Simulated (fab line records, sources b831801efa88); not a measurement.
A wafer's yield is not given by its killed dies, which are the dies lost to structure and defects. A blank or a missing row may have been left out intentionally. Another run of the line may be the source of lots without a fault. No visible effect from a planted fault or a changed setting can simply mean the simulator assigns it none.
What tool caused it? ; flow gf180mcu ; 42 wafers from 14 lots sampled at 4 of the route's 602 steps

WHAT THE GAUGES SHOWED, per wafer
GF_LVPWELL_OVL_MEAS_07.
lot;measured;on;LVPWELL_OVL (nm)
L462;day 3 22:15;overlay-02;1.3 0.6 1.2
L464;day 4 07:55;overlay-02;2.9 2.6 2.4
L465;day 4 13:31;overlay-02;0.5 0.6 -0.1
L466;day 4 17:50;overlay-01;0.5 0.3 0.7
L467;day 5 00:30;overlay-02;1.8 1.0 -0.4
L468;day 5 09:31;overlay-02;2.2 3.4 1.6
L469;day 5 19:47;overlay-02;-1.5 0.6 1.0
L471;day 6 00:13;overlay-01;-0.7 0.3 -1.6
L472;day 6 05:37;overlay-02;0.6 0.6 2.4
L477;day 7 11:31;overlay-01;3.2 4.3 2.1
L479;day 7 21:29;overlay-02;-1.7 -2.1 -2.3
L480;day 8 01:32;overlay-02;1.3 0.3 -0.2
L483;day 8 19:28;overlay-02;0.4 0.9 -0.5
L484;day 9 00:23;overlay-01;1.1 -0.4 1.0

GF_HV_LDD_CD_MEAS_19 targets a cd of 400 nm.
lot;measured;on;cd-nm (nm)
L462;day 10 18:26;cd-sem-02;398.9 397.8 398.4
L464;day 11 11:37;cd-sem-02;397.9 396.7 397.9
L465;day 11 17:44;cd-sem-01;399.0 397.4 399.3
L466;day 12 00:50;cd-sem-02;397.4 397.5 398.5
L467;day 12 07:37;cd-sem-02;402.2 400.3 400.7
L468;day 12 20:37;cd-sem-02;394.2 393.0 396.3
L469;day 13 09:40;cd-sem-01;402.6 404.2 403.4
L471;day 13 17:49;cd-sem-01;347.2 345.6 347.9
L472;day 14 02:07;cd-sem-02;348.9 350.8 351.4
L477;day 15 15:24;cd-sem-01;397.0 398.9 399.1
L479;day 16 07:25;cd-sem-02;398.7 399.9 400.5
L480;day 16 09:56;cd-sem-02;400.2 400.6 398.7
L483;day 17 13:20;cd-sem-01;397.5 399.9 400.4
L484;day 17 21:34;cd-sem-01;397.1 398.0 397.0

GF_HV_LDD_OVL_MEAS_32.
lot;measured;on;HV_LDD_02_OVL (nm)
L462;day 11 13:36;overlay-01;0.3 0.6 1.5
L464;day 12 07:10;overlay-02;2.6 2.5 2.0
L465;day 12 13:02;overlay-01;2.9 -0.3 -1.2
L466;day 12 20:26;overlay-01;1.7 1.1 0.2
L467;day 13 04:04;overlay-02;2.9 2.5 2.4
L468;day 13 17:25;overlay-02;2.4 2.8 3.1
L469;day 14 07:16;overlay-01;-0.1 0.5 0.2
L471;day 14 15:19;overlay-01;0.2 -0.8 -0.5
L472;day 14 23:05;overlay-02;2.3 1.3 2.0
L477;day 16 12:59;overlay-02;1.8 1.5 1.2
L479;day 17 06:17;overlay-02;2.9 0.3 2.7
L480;day 17 09:05;overlay-02;-0.8 -2.5 -1.3
L483;day 18 11:50;overlay-02;2.7 0.7 1.2
L484;day 18 21:52;overlay-02;0.8 1.8 0.9

EACH LOT AND THE TOOL THAT RAN IT (in order: tool; ch and the chambers of the sampled wafers; start)
lot;GF_HV_LDD_DEVELOP_18
L462;litho-track-01 ch 0, day 10 18:17
L464;litho-track-02 ch 0, day 11 11:28
L465;litho-track-03 ch 0, day 11 17:35
L466;litho-track-02 ch 0, day 12 00:41
L467;litho-track-02 ch 0, day 12 07:28
L468;litho-track-02 ch 0, day 12 20:28
L469;litho-track-01 ch 0, day 13 09:31
L471;litho-track-02 ch 0, day 13 17:40
L472;litho-track-02 ch 0, day 14 01:58
L477;litho-track-01 ch 0, day 15 15:16
L479;litho-track-02 ch 0, day 16 07:16
L480;litho-track-03 ch 0, day 16 09:48
L483;litho-track-01 ch 0, day 17 13:11
L484;litho-track-03 ch 0, day 17 21:25
- GF_HV_LDD_DEVELOP_18: develop time 60 s.

AS READ BY THE TOOLS THEMSELVES (means over the sampled wafers that have a number; for cases with no such wafer, the mark the record gives instead)
The record holds no such reading with a usual standard deviation.

THE ANSWER, worked out from the rows above alone
Rule: the usual values come from the lots themselves. Put in order of their means at a reading, lots are off if they are a third of the lots or fewer, leave a main group of 4 or more, and stand apart from it by a gap of 3 or more times the standard deviation of the main group's means; of several such gaps the widest counts. If all means in a main group match to the digits the tables above print for the reading, that group is not used. Also off: a lot with no number at a reading for which 4 or more lots have one. The other lots that the step has rows for count as sound. First the gauges in route order, then the tools' own readings, where a lot's mean is used as printed above. The first step at which some lot is off is used, and at that step the reading that is off furthest; a lot without a number counts as furthest.
Off, at GF_HV_LDD_CD_MEAS_19 on cd-nm: L471, L472. Mean 398.8 nm and standard deviation 2.1 in the main group.
If a tool, at a process step before that reading, ran all the lots that are off and no sound lot after the first of them, it fits. Those tools and the gauges at GF_HV_LDD_CD_MEAS_19 are tried in the same way. No candidate that was tried fits.

WHAT THE SIMULATOR HAD INSERTED
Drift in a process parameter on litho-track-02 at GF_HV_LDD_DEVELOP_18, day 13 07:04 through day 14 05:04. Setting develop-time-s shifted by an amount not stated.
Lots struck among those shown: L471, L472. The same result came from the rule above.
